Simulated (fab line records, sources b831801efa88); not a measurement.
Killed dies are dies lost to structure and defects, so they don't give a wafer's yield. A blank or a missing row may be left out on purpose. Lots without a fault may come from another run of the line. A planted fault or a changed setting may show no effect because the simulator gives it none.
Problem report in the 8D (eight disciplines) form, filled by code | flow sky130 | the parts of the form that need people (team, actions taken, sign-off) are left out

1. THE PROBLEM
cd_nm at SKY_LI_CONTACT_CD_MEAS_12 reads a mean of 151.1 nm on 3 wafers of 1 lot; wafers without a fault read 170.1 nm with a standard deviation of 1.3. That is -15 standard deviations from the usual mean.
The step: target cd 170 nm.
First seen on wafer L592.1, day 34 06:05, on cd_sem-02. The record holds 36 wafers of 12 lots with a number at this step. Rule for "out", or "out of limits": more than 4 standard deviations from the usual mean. The other wafers with a number count as sound.

2. WHAT IT IS AND WHAT IT IS NOT
question                    | is                     | is not
which readings at this step | cd_nm                  | -
which lots                  | L592                   | L578, L579, L581, L582, L583, L593, L594, L595, L597, L600, L601
which wafers of those lots  | all that have a number | -
read on which gauges        | cd_sem-02              | cd_sem-01
when                        | from day 34 06:05      | up to then (15 sound wafers); but 18 sound wafers of L593, L594, L595, L597, L600, L601 came after

3. SUSPECTS, AND WHAT RULES EACH OUT
Counting: a tool at a process step up to the reading stays a suspect if it ran every lot that is out and no sound lot after the first of them.
- the gauge at SKY_LI_CONTACT_CD_MEAS_12: ruled out. All the wafers that are out were read on cd_sem-02, but those of them that SKY_LI_CONTACT_EXPOSE_09 has rows for are out there too, on other tools.
- rtp_anneal-01 at SKY_SD_N_RTA_14 (time 2 s): ruled out as a lasting fault. Sound lots L594, L600 ran on it after its first lot that is out, L592 (day 33 02:04).
- krf_scanner-01 at SKY_LI_CONTACT_EXPOSE_09 (exposes mask LICM1, target cd 170 nm): ruled out as a lasting fault. Sound lots L600, L601 ran on it after its first lot that is out, L592 (day 33 16:28).
Left after counting: nothing in the record.

4. THE CAUSE (what the simulator had put in)
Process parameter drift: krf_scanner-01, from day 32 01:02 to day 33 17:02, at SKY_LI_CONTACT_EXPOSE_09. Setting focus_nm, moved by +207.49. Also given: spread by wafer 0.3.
Counting ruled it out, wrongly: the rule takes a fault to strike every lot that its tool runs from its start on, and this one did not.

5. THE CHAIN OF EFFECTS, in route order
Each row: a reading whose mean over the struck wafers that have a number lies more than 3 standard deviations from the usual. Only readings for which the record gives a usual standard deviation are gone through. hours: the time from each lot's start at the first step in this table that gives one to its start at this step, as a median over the lots. sigmas: the change in usual standard deviations.
hours | step                      | reading              | usual    | on struck wafers | change | sigmas
0     | SKY_LI_CONTACT_EXPOSE_09  | exposure_dose_mJ_cm2 | 37.96    | 38.78            | +0.82  | +23
14    | SKY_LI_CONTACT_CD_MEAS_12 | cd_nm                | 170.1 nm | 151.1            | -19.0  | -15
377   | SKY_PAD_OPEN_PROBE_99     | killed_at_contacts   | 24       | 65               | +41    | +7.7
377   | SKY_PAD_OPEN_PROBE_99     | killed_dies          | 86       | 133              | +47    | +5.1
The process steps in it:
- SKY_LI_CONTACT_EXPOSE_09: exposes mask LICM1, target cd 170 nm.
- SKY_PAD_OPEN_PROBE_99

6. WHAT WOULD HAVE CAUGHT IT SOONER
In this record the first reading out of limits at a measuring or inspecting step was taken at day 34 06:05, 53 hours after the fault began at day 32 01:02.
The tool's own readings at SKY_LI_CONTACT_EXPOSE_09 were out on every struck wafer that the step has a row for (exposure_dose_mJ_cm2): an alarm limit on them would have fired on the first of those.
